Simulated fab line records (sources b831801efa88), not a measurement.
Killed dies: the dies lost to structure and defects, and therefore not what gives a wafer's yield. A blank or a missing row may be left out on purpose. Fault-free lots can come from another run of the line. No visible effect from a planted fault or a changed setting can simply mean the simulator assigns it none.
Problem report, 8D (eight disciplines) form, completed by code -- flow gf180mcu -- the parts of the form that need people (team, actions taken, sign-off) are left out

== 1. THE ISSUE ==
MVSD_TW at GF_MVSD_TW_MEAS_11 reads a mean of 1856 on 9 wafers of 3 lots; wafers without a fault read 1571 with a standard deviation of 12. That is +24 standard deviations from the usual mean.
Seen first at day 6 18:13 on filmMetro-02, wafer L508.2. At this step, 39 wafers from 13 lots have a number in the record. Rule for "out" (also "out of limits"): further than 4 standard deviations from the usual mean. Any other wafer with a number is counted as sound.

== 2. WHAT IT IS, AND WHAT IT ISN'T ==
question,is,is not
which readings at this step,MVSD_TW,-
which lots,"L508, L509, L511","L499, L501, L502, L503, L504, L510, L514, L516, L519, L520"
which wafers of those lots,all that have a number,-
read on which gauges,"filmMetro-01, filmMetro-02",filmMetro-04
when,from day 6 18:13,"up to then (15 sound wafers); but 15 sound wafers of L510, L514, L516, L519, L520 came after"

== 3. SUSPECTS, AND WHAT RULES EACH OUT ==
Counting: a tool at a process step up to the reading stays a suspect if it ran every lot that is out and no sound lot after the first of them.
- the gauge at GF_MVSD_TW_MEAS_11 is ruled out. Those wafers that are out were read across 2 gauges (filmMetro-01, filmMetro-02).
- implanter-02 at GF_MVSD_IMPLANT_08: kept. All lots that are out passed through it, beginning with L508 at day 6 17:50, and no sound lot followed; its final sound lot before that point was L503 at day 5 11:52. Its own readings are out on those wafers: beamOnS, doseIonsCm2, faradayCurrentUA.
The count leaves implanter-02 at GF_MVSD_IMPLANT_08.

== 4. THE CAUSE (what the simulator had put in) ==
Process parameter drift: implanter-02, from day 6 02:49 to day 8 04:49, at GF_MVSD_IMPLANT_08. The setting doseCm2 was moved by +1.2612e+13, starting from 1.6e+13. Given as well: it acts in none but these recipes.
After counting, this tool was the only one left.

== 5. THE CHAIN OF EFFECTS, in route order ==
Each row: a reading whose mean over the struck wafers that have a number lies more than 3 standard deviations from the usual. Only readings whose record carries a usual standard deviation are examined. hours: median over the lots of the time between each lot's start at the first step of this table that gives one and its start at this step. sigmas: the change, counted in usual standard deviations.
hours,step,reading,usual,on struck wafers,change,sigmas
0,GF_MVSD_IMPLANT_08,beamOnS,9.99 s,11.71,+1.72,+9.0
0,GF_MVSD_IMPLANT_08,doseIonsCm2,1.6e+13,2.9e+13,+1.3e+13,+99 or more
0,GF_MVSD_IMPLANT_08,faradayCurrentUA,90.3,137.8,+47.5,+28
0,GF_MVSD_TW_MEAS_11,MVSD_TW,1571,1856,+285,+24
89,GF_VT_IMPLANT_RS_MEAS_46,MVSD_RS,456.9 ohm/sq,350.3,-106.6,-76
Process steps it contains:
- GF_MVSD_IMPLANT_08
Later steps that measure or inspect, where all struck wafers having a row at the step show a number for every such reading and not one has moved that far: GF_VT_IMPLANT_TW_MEAS_10, GF_CONTACT_THK_MEAS_26.

== 6. HOW IT WOULD HAVE BEEN CAUGHT EARLIER ==
The first out-of-limits reading at a measuring or inspecting step in this record came at day 6 18:13, 15 hours after the fault's start at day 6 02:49.
Tool's own readings at GF_MVSD_IMPLANT_08, beamOnS, doseIonsCm2, faradayCurrentUA: out on all struck wafers the step has rows for; an alarm limit on them would have tripped on the first.
Among the 3 lots that are out, L509, L511 began GF_MVSD_IMPLANT_08 on implanter-02 after day 6 18:13. A hold on the tool at that time would have spared those 2.
